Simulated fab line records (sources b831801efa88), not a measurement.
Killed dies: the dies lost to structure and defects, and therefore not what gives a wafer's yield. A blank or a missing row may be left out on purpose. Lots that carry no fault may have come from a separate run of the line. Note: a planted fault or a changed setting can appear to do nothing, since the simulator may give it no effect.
Which tool did it? -- flow sky130 -- 18 wafers from 6 lots sampled at 2 of the route's 708 steps

== WHAT EACH GAUGE READ, for each wafer ==
SKY_GATE_OXIDE_THK_MEAS_02.
lot,measured,on,GATE_OXIDE_OXIDATION_00_THK (nm)
L137,day 14 17:53,filmMetro-03,11.05 10.23 10.22
L139,day 15 11:45,filmMetro-01,10.69 10.42 10.58
L146,day 19 03:13,filmMetro-03,10.31 10.25 10.30
L148,day 19 03:10,filmMetro-03,10.15 10.24 10.28
L150,day 19 08:44,filmMetro-03,10.18 10.10 9.96
L154,day 21 03:24,filmMetro-03,10.08 10.22 10.03

== TOOL THAT RAN EACH LOT (tool first, then ch and the chambers of the sampled wafers, then the start) ==
lot,SKY_GATE_OXIDE_OXIDATION_01
L137,"furnace-02 ch 0, day 14 16:28"
L139,"furnace-01 ch 0, day 15 10:20"
L146,"furnace-01 ch 0, day 19 01:43"
L148,"furnace-01 ch 0, day 19 01:43"
L150,"furnace-01 ch 0, day 19 07:19"
L154,"furnace-02 ch 0, day 21 01:59"
- SKY_GATE_OXIDE_OXIDATION_01: stabilise 600 s, purge 300 s, target thk 10.268 nm.

== THE ANSWER, worked out from the rows above alone ==
Rule: the lots themselves supply what counts as usual. Put in order of their means at a reading, lots are off if they are a third of the lots or fewer, leave a main group of 4 or more, and stand apart from it by a gap of 3 or more times the standard deviation of the main group's means; of several such gaps the widest counts. A main group is skipped when, at the precision printed for the reading in the tables above, its means are all equal. Also off: a lot with no number at a reading for which 4 or more lots have one. The other lots that the step has rows for count as sound.
Nothing can be told from this: no lot is off at any reading shown.

== WHAT THE SIMULATOR HAD PUT IN ==
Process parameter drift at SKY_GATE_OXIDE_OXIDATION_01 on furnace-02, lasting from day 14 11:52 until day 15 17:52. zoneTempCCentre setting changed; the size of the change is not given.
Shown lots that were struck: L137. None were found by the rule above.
